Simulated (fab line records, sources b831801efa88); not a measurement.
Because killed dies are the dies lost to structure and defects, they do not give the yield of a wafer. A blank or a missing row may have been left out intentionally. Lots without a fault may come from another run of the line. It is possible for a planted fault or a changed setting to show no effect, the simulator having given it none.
Which tool did it? -- flow gf180mcu -- 33 wafers from 11 lots sampled at 5 of the route's 602 steps

## WHAT EACH GAUGE READ, for each wafer
GF_M1_CD_MEAS_14: target cd 230 nm. Usual: 230.0 nm for cdNm, sd 1.1.
lot,measured,on,cdNm (nm),flag
L253,day 17 16:37,cdSem-02,229.5 229.7 230.3,
L254,day 17 21:50,cdSem-02,229.7 229.2 229.2,
L255,day 18 19:43,cdSem-01,229.2 230.4 231.0,
L256,day 19 00:10,cdSem-01,229.7 230.0 229.5,
L258,day 19 13:50,cdSem-01,230.1 229.4 229.5,
L257,day 19 17:45,cdSem-01,231.8 230.8 230.8,
L259,day 19 21:17,cdSem-01,230.6 231.0 230.4,
L262,day 21 00:47,cdSem-02,230.1 230.2 230.2,
L267,day 22 20:38,cdSem-01,249.5 250.3 248.4,OFF
L268,day 23 07:28,cdSem-02,250.3 250.3 251.3,OFF
L274,day 25 03:53,cdSem-02,228.7 229.5 229.4,

GF_M1_OVL_MEAS_15. Usual: M1_OVL -1 nm, standard deviation 6.1.
lot,measured,on,M1_OVL (nm),flag
L253,day 17 16:43,overlay-01,-4 -1 -6,
L254,day 17 21:58,overlay-02,-2 -4 -7,
L255,day 18 19:48,overlay-01,1 3 6,
L256,day 19 00:16,overlay-02,-5 -4 1,
L258,day 19 13:57,overlay-01,10 4 -4,
L257,day 19 17:50,overlay-01,-8 -10 -4,
L259,day 19 21:22,overlay-01,-6 -6 -6,
L262,day 21 00:55,overlay-02,-7 -1 1,
L267,day 22 20:46,overlay-01,12 6 7,
L268,day 23 07:34,overlay-01,-6 -10 -10,
L274,day 25 03:58,overlay-01,-1 -5 5,

GF_V1_BOW_MEAS_05. Usual: V1_BOW 82 um, standard deviation 7.6.
lot,measured,on,V1_BOW (um),flag
L253,day 17 17:59,filmMetro-03,81 83 79,
L254,day 17 23:17,filmMetro-01,90 84 79,
L255,day 18 21:08,filmMetro-03,72 74 97,
L256,day 19 01:35,filmMetro-03,87 84 88,
L258,day 19 15:14,filmMetro-03,89 80 102,
L257,day 19 19:08,filmMetro-03,74 78 84,
L259,day 19 22:50,filmMetro-04,83 81 84,
L262,day 21 02:14,filmMetro-03,81 71 78,
L267,day 22 22:01,filmMetro-04,81 80 93,
L268,day 23 08:50,filmMetro-01,91 85 89,
L274,day 25 05:17,filmMetro-04,84 74 71,

## WHAT TOOL EACH LOT RAN ON (gives the tool, then ch and the chambers of the sampled wafers, and finally the start)
lot,GF_M1_EXPOSE_11,GF_M1_STRIP_17
L253,"krfScanner-02 ch 0, day 17 05:00","plasmaAsher-04 ch 0, day 17 16:52"
L254,"krfScanner-02 ch 0, day 17 10:02","plasmaAsher-03 ch 0,1, day 17 22:07"
L255,"krfScanner-01 ch 0, day 18 07:49","plasmaAsher-04 ch 0,1, day 18 19:59"
L256,"krfScanner-01 ch 0, day 18 11:58","plasmaAsher-04 ch 0,1, day 19 00:25"
L258,"krfScanner-01 ch 0, day 19 01:38","plasmaAsher-04 ch 1, day 19 14:07"
L257,"krfScanner-01 ch 0, day 19 05:21","plasmaAsher-04 ch 0,1, day 19 18:01"
L259,"krfScanner-02 ch 0, day 19 09:04","plasmaAsher-03 ch 0,1, day 19 21:41"
L262,"krfScanner-01 ch 0, day 20 12:14","plasmaAsher-03 ch 1, day 21 01:04"
L267,"krfScanner-02 ch 0, day 22 08:44","plasmaAsher-03 ch 0,1, day 22 20:55"
L268,"krfScanner-02 ch 0, day 22 20:19","plasmaAsher-04 ch 0, day 23 07:43"
L274,"krfScanner-01 ch 0, day 24 16:39","plasmaAsher-03 ch 0,1, day 25 04:09"
- GF_M1_EXPOSE_11: exposes mask Metal1, target cd 230 nm.
- GF_M1_STRIP_17: strips in O2/N2.

## WHAT THE TOOLS THEMSELVES READ (means of the sampled wafers that have a number; where no wafer has one, the mark that the record gives instead)
GF_M1_EXPOSE_11. Usual: 27.998 for exposureDoseMJCm2, sd 0.027.
lot,tool,exposureDoseMJCm2,flag
L253,krfScanner-02,27.999,
L254,krfScanner-02,27.977,
L255,krfScanner-01,27.983,
L256,krfScanner-01,27.993,
L258,krfScanner-01,28.021,
L257,krfScanner-01,27.980,
L259,krfScanner-02,27.968,
L262,krfScanner-01,27.998,
L267,krfScanner-02,24.440,OFF
L268,krfScanner-02,24.466,OFF
L274,krfScanner-01,27.988,

GF_M1_STRIP_17. Usual: drypumpMotorCurrentA 5.9 A, standard deviation 0.31; heaterPowerW 322 W, standard deviation 39; oesProductAu 0.538 a.u., standard deviation 0.0053; stripTimeToEndpointS 7.39 s, standard deviation 0.051.
lot,tool,drypumpMotorCurrentA (A),heaterPowerW (W),oesProductAu (a.u.),stripTimeToEndpointS (s),flag
L253,plasmaAsher-04,5.6,343,0.534,7.34,
L254,plasmaAsher-03,5.9,311,0.538,7.35,
L255,plasmaAsher-04,5.9,297,0.534,7.39,
L256,plasmaAsher-04,5.9,294,0.543,7.52,
L258,plasmaAsher-04,6.1,270,0.539,7.43,
L257,plasmaAsher-04,5.8,318,0.542,7.39,
L259,plasmaAsher-03,5.8,306,0.533,7.36,
L262,plasmaAsher-03,5.9,289,0.536,7.36,
L267,plasmaAsher-03,5.8,320,0.537,7.39,
L268,plasmaAsher-04,5.6,342,0.538,7.39,
L274,plasmaAsher-03,5.9,305,0.541,7.40,

## THE ANSWER, worked out from the rows above alone
Rule: a lot is off if the mean of its wafers that have a number lies more than 3 standard deviations from the usual mean. A lot without any number at a reading at which 4 lots or more have one is off too. All remaining lots with rows at the step are treated as sound. Order of review: gauges by route order, followed by the tools' own readings, for which a lot's mean as printed above is used. The first step at which some lot is off is used, and at that step the reading that is off furthest; a lot without a number counts as furthest.
Off at GF_M1_CD_MEAS_14 (cdNm): L267, L268.
A tool fits if, at a process step before that reading, it ran every lot that is off, and no sound lot after the first of them. The gauges at GF_M1_CD_MEAS_14 aren't tried: what is off there is off at GF_M1_EXPOSE_11 too, on other tools, and a gauge's error can't cause that. One fits: GF_M1_EXPOSE_11 on krfScanner-02. Its last sound lot is L259 (day 19 09:04), its first lot that is off L267 (day 22 08:44): a fault that began between those two fits.
The tool's own readings at GF_M1_EXPOSE_11 bear it out: on the lots that are off they differ by more than 5 times the standard deviation of the sound lots' means. exposureDoseMJCm2 reads 24.453 there against 27.990 on the sound lots.

## WHAT HAD BEEN PUT IN BY THE SIMULATOR
Process parameters drifting: krfScanner-02 at GF_M1_EXPOSE_11, beginning at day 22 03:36. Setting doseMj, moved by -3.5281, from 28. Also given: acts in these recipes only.
Lots struck among those shown: L267, L268. The rule above reached the same finding.
